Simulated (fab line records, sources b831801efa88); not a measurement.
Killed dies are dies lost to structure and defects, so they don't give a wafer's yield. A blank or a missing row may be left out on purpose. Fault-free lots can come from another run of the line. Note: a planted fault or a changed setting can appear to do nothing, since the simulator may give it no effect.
One fault seen from 2 desks / flow sky130 / every desk sees just its own numbers, and what lay behind them comes last

## METROLOGY DESK
Means of the sampled wafers that have a number, per lot and without regard to the tool the lot ran on: this is what the gauges read. A lot is out of limits, marked OUT, if its mean lies more than 4 standard deviations from the usual mean; the brackets give that distance.
Columns: A = FIELD_ISO_CVD_03_THK at SKY_FIELD_ISO_THK_MEAS_04, usual 165.5 nm; B = PWDE_RS at SKY_NWELL_RS_MEAS_31, usual 5278 ohm/sq; C = VT_ADJUST_HVTP_OVL at SKY_VT_ADJUST_HVTP_OVL_MEAS_08, usual 1.4 nm
lot=L371; first seen here=day 1 15:56; A=164.9; B=5304; C=0.8
lot=L372; first seen here=day 1 18:58; A=167.0; B=5283; C=0.8
lot=L373; first seen here=day 2 00:46; A=166.0; B=5282; C=1.1
lot=L374; first seen here=day 2 05:01; A=166.1; B=5303; C=0.5
lot=L375; first seen here=day 2 11:55; A=165.1; B=5281; C=1.8
lot=L382; first seen here=day 3 21:27; A=166.7; B=5285; C=1.0
lot=L385; first seen here=day 4 13:48; A=166.6; B=5253; C=2.8
lot=L388; first seen here=day 5 02:29; A=162.1; B=5291; C=0.6
lot=L389; first seen here=day 5 10:34; A=166.5; B=5280; C=0.8
lot=L391; first seen here=day 5 19:44; A=165.0; B=5272; C=2.0
lot=L392; first seen here=day 6 00:32; A=165.0; B=5282; C=0.7
lot=L394; first seen here=day 6 08:29; A=165.0; B=5274; C=2.6
This desk's verdict: no lot among the 12 shows anything out of limits.

## TOOL OWNER'S DESK, rie_si-01
The tool's own readings at SKY_FIELD_ISO_ETCH_17 (etches Si in HBr/Cl2/O2, target depth 342 nm, time 97.7 s): means of the sampled wafers that have a number, for each lot that ran on this tool. A lot is out of limits, marked OUT, if its mean lies more than 4 standard deviations from the usual mean; the brackets give that distance.
Columns: A = bias_w at SKY_FIELD_ISO_ETCH_17, usual 150.0 W; B = drypump_motor_current_A at SKY_FIELD_ISO_ETCH_17, usual 5.64 A; C = oes_product_au at SKY_FIELD_ISO_ETCH_17, usual 0.998 a.u.; D = throttle_valve_pct at SKY_FIELD_ISO_ETCH_17, usual 25.658 %
lot=L372; first seen here=day 2 09:38; A=150.9; B=6.01; C=0.989; D=25.655
lot=L374; first seen here=day 2 20:13; A=150.0; B=5.89; C=0.991; D=25.663
lot=L375; first seen here=day 3 03:25; A=150.1; B=5.88; C=0.996; D=25.658
lot=L382; first seen here=day 4 14:32; A=173.0 (+51) OUT; B=5.88; C=1.016; D=25.646
This desk's finding: out of limits on L382; first on L382, day 4 14:32 (bias_w at SKY_FIELD_ISO_ETCH_17). In limits: L372, L374, L375.

## ALL TOGETHER
The tool owner's desk could have raised an alarm at day 4 14:32, on L382.
Metrology desk: nothing out of limits seen.
The metrology desk holds a record of L382, inside its limits.
Every lot named ran SKY_FIELD_ISO_ETCH_17 on rie_si-01.

## WHAT THE SIMULATOR PUT IN
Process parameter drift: rie_si-01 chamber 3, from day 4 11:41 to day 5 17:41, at SKY_FIELD_ISO_ETCH_17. Setting bias_w, moved by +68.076, from 150. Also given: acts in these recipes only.
Shown lots that were struck: L382.
Each desk's first reading out of limits, in hours after the fault started: the tool owner's desk, 3.
